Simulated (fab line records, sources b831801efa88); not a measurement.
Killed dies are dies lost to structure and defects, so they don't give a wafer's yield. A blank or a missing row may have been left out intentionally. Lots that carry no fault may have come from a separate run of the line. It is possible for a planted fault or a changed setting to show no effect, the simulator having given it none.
Problem report in the 8D (eight disciplines) form, filled by code | flow sky130 | the parts of the form that need people (team, actions taken, sign-off) are left out

== 1. THE ISSUE ==
Wafers without a fault read 0.4000 Pa, standard deviation 0.00085; chamber pressure pa at SKY_METAL4_SPUTTER_02 reads a mean of 0.3302 Pa on 3 wafers belonging to 2 lots. That is -82 standard deviations from the usual mean.
The step: material AlCu, target thk 735 nm, time 39.1 s.
The first sign was on wafer L989.2 at day 44 10:28, on pvd sputter-04. The record holds 36 wafers of 12 lots with a number at this step. The rule behind "out" and "out of limits": a value lying over 4 standard deviations away from the usual mean. Any other wafer with a number is counted as sound.

== 2. WHAT THIS IS AND IS NOT ==
question                    | is                     | is not
which readings at this step | chamber pressure pa    | -
which lots                  | L989, L991             | L974, L975, L977, L980, L982, L983, L984, L986, L992, L996
which wafers of those lots  | L989.2, L991.4, L991.5 | L989.3, L989.4, L991.2
read on which tools         | pvd sputter-04         | pvd sputter-02, pvd sputter-03
when                        | from day 44 10:28      | up to then (26 sound wafers); but 7 sound wafers of L991, L992, L996 came after

== 3. WHAT RULES OUT EACH SUSPECT ==
Counting: a tool at a process step up to the reading stays a suspect if it ran every lot that is out. Sound lots after the first of them don't rule it out here, since some wafers of a struck lot are sound.
- pvd sputter-04 at SKY_METAL4_SPUTTER_02 (material AlCu, target thk 735 nm, time 39.1 s): kept. Ran every lot that is out, first one L989 (day 44 10:28); last sound lot up to then L982 (day 42 13:37). On those wafers its own readings are out: chamber pressure pa.
The count leaves pvd sputter-04 at SKY_METAL4_SPUTTER_02.

== 4. THE CAUSE (what the simulator had put in) ==
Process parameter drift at SKY_METAL4_SPUTTER_02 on pvd sputter-04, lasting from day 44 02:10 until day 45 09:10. Setting chamber pressure pa shifted by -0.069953 from 0.4. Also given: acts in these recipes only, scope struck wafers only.
This tool alone remained once counting was done.

== 5. THE CHAIN OF EFFECTS, in route order ==
One row per reading whose mean, taken over the struck wafers that have a number, lies over 3 standard deviations from the usual. Readings are gone through only where the record gives a usual standard deviation; hours: the median, over the lots, of the time from a lot's start at the first step in this table giving one to that lot's start at this step; sigmas: the change measured in usual standard deviations.
hours | step                  | reading             | usual     | on struck wafers | change  | sigmas
0     | SKY_METAL4_SPUTTER_02 | chamber pressure pa | 0.4000 Pa | 0.3302           | -0.0698 | -82
Its process steps:
- SKY_METAL4_SPUTTER_02: material AlCu, target thk 735 nm, time 39.1 s.

== 6. WHAT WOULD HAVE CAUGHT IT SOONER ==
In this record the first reading out of limits was taken at day 44 10:28, 8 hours after the fault began at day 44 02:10.
